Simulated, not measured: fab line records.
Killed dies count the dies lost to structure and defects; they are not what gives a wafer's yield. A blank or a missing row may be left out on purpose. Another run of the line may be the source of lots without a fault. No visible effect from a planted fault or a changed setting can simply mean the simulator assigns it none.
Matching of chambers    flow sky130    rie-diel-02 running SKY_FIELD_ISO_ETCH_14: 4 sister chambers
The step etches BARC in N2/H2, stops on SiO2, time 45.9 s, target depth 60 nm. 18 wafers are shown with their chamber, then 9 later ones without.

== WAFERS WITH THEIR CHAMBER ==
wafer   chamber  drypump-motor-current-A (A)  oes-product-au (a.u.)  throttle-valve-pct (%)
L074.3  1        5.7                          0.855                  13.213
L074.4  3        5.4                          0.857                  13.234
L074.5  2        5.8                          0.853                  13.213
L076.2  3        5.4                          0.858                  13.220
L076.3  1        5.7                          0.847                  13.222
L076.5  2        5.8                          0.850                  13.222
L077.2  2        5.9                          0.860                  13.225
L077.5  0        5.9                          0.855                  13.223
L077.6  1        5.7                          0.862                  13.220
L078.2  1        5.7                          0.856                  13.220
L078.3  2        5.8                          0.854                  13.222
L078.4  0        6.0                          0.850                  13.230
L089.1  2        5.8                          0.851                  13.221
L089.2  3        5.4                          0.854                  13.235
L089.3  1        5.7                          0.849                  13.240
L091.3  3        5.5                          0.854                  13.215
L091.4  1        5.7                          0.851                  13.233
L091.5  1        5.7                          0.850                  13.234

SIGNATURES, as means of the wafers listed above
reading                  chamber 0  chamber 1  chamber 2  chamber 3  scatter within a chamber
drypump-motor-current-A  5.950      5.700      5.820      5.425      0.0383
oes-product-au           0.85250    0.85286    0.85360    0.85575    0.00419
throttle-valve-pct       13.22650   13.22600   13.22060   13.22600   0.00834
Rule: distance of a wafer from a chamber = root of the sum over the readings of ((wafer's reading minus chamber's mean) / reading's scatter) squared. The wafer belongs to the nearest chamber; if the next one is less than 2 further off, it can't be placed. How the scatter is found: for the shown wafers, subtract from each reading the mean of its chamber, square and add these, divide the total by (wafers less chambers), then take the root.

== WAFERS MISSING THEIR CHAMBER ==
wafer   drypump-motor-current-A (A)  oes-product-au (a.u.)  throttle-valve-pct (%)
L092.2  5.4                          0.857                  13.233
L092.4  5.8                          0.851                  13.215
L092.6  5.9                          0.853                  13.230
L094.3  5.7                          0.846                  13.227
L094.4  5.5                          0.853                  13.228
L094.5  5.5                          0.856                  13.223
L096.1  5.8                          0.849                  13.230
L096.3  5.5                          0.853                  13.234
L096.6  5.5                          0.841                  13.225

== THE CHAMBER EACH PASSED THROUGH ==
wafer   from the rows above      in truth
L092.2  3                        3
L092.4  can't be placed: 2 or 1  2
L092.6  can't be placed: 0 or 2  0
L094.3  1                        1
L094.4  3                        3
L094.5  3                        3
L096.1  can't be placed: 2 or 1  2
L096.3  3                        3
L096.6  can't be placed: 3 or 1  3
Correctly placed: 5 of 9. Unplaceable from these rows: 4, with the true chamber sitting among the candidates in 4. 0 placed wrongly.
